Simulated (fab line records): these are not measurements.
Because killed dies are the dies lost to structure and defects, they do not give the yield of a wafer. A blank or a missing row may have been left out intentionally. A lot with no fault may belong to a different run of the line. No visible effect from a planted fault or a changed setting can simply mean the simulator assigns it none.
Problem report in the 8D (eight disciplines) form, filled by code :: flow gf180mcu :: the parts of the form that need people (team, actions taken, sign-off) are left out

1. WHAT IS WRONG
strip-time-to-endpoint-s at GF_M4_STRIP_17 reads a mean of 6.51 s on 3 wafers of 1 lot; wafers without a fault read 7.39 s with a standard deviation of 0.036. Relative to the usual mean, that is a shift of -24 standard deviations.
The step: strips in O2/N2.
First seen on wafer L830.1, day 28 01:14, on plasma-asher-02. Wafers with a number at this step in the record: 33, from 11 lots. By rule, "out" or "out of limits" means more than 4 standard deviations away from the usual mean. The rest of the wafers with a number are treated as sound.

2. WHAT IT IS, AND WHAT IT ISN'T
question: which readings at this step
is: strip-time-to-endpoint-s, oes-product-au
is not: drypump-motor-current-A, heater-power-w

question: which lots
is: L830
is not: L817, L820, L823, L827, L828, L829, L831, L837, L838, L839

question: which wafers of those lots
is: all that have a number
is not: -

question: read on which tools
is: plasma-asher-02
is not: plasma-asher-04

question: when
is: from day 28 01:14
is not: up to then (18 sound wafers); but 12 sound wafers of L831, L837, L838, L839 came after

3. SUSPECTS, AND WHAT RULES EACH OUT
Counting: a tool at a process step up to the reading stays a suspect if it ran every lot that is out and no sound lot after the first of them.
- pvd-sputter-01 at GF_V3_SPUTTER_21 (material Ti, target thk 15 nm, time 80.02 s): kept. It ran the lot that is out, L830 (day 27 04:16), and no sound lot after that; its last sound lot up to then is L817 (day 22 14:39).
- pvd-sputter-01 at GF_V3_SPUTTER_22 (material TiN, target thk 10 nm, time 40 s): kept. It ran the lot that is out, L830 (day 27 04:20), and no sound lot after that; its last sound lot up to then is L817 (day 22 14:43).
- pvd-sputter-02 at GF_M4_SPUTTER_03 (material Ti, target thk 10 nm, time 6.7 s): ruled out as a lasting fault. Sound lots L831, L838 ran on it after its first lot that is out, L830 (day 27 05:08).
- litho-track-02 at GF_M4_COAT_09 (resist thk 1000 nm): kept. It ran the lot that is out, L830 (day 27 14:56), and no sound lot after that; its last sound lot up to then is L829 (day 27 09:05).
- plasma-asher-02 at GF_M4_STRIP_17 (strips in O2/N2): ruled out as a lasting fault. Sound lots L831, L838 ran on it after its first lot that is out, L830 (day 28 01:14).
Left after counting: pvd-sputter-01 at GF_V3_SPUTTER_21, pvd-sputter-01 at GF_V3_SPUTTER_22, litho-track-02 at GF_M4_COAT_09.

4. THE CAUSE (what the simulator had put in)
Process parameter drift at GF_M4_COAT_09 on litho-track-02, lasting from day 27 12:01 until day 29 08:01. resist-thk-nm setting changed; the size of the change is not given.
This tool is one of the 3 suspects left after counting.

5. SEQUENCE OF EFFECTS, ordered by route
Each row: a reading where the mean over the struck wafers with a number is more than 3 standard deviations away from the usual. Only readings for which the record gives a usual standard deviation are gone through. hours: the time from each lot's start at the first step in this table that gives one to its start at this step, as a median over the lots. sigmas: the change in usual standard deviations.
hours: 0
step: GF_M4_STRIP_17
reading: oes-product-au
usual: 0.538 a.u.
on struck wafers: 0.498
change: -0.040
sigmas: -8.2

hours: 0
step: GF_M4_STRIP_17
reading: strip-time-to-endpoint-s
usual: 7.39 s
on struck wafers: 6.51
change: -0.88
sigmas: -24
Process steps it contains:
- GF_M4_STRIP_17: strips in O2/N2.

6. HOW IT WOULD HAVE BEEN CAUGHT EARLIER
The fault began at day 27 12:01; the first out-of-limits reading in this record came at day 28 01:14, 13 hours later.
Tool readings at GF_M4_COAT_09 with a usual standard deviation given in the record: none out on any struck wafer, hence no alarm at a limit of 4 standard deviations on them.
By day 28 01:14 the whole set of lots that are out, 1 in number, had already begun GF_M4_COAT_09 on litho-track-02. Tool hold at that time: it would have spared none of them.
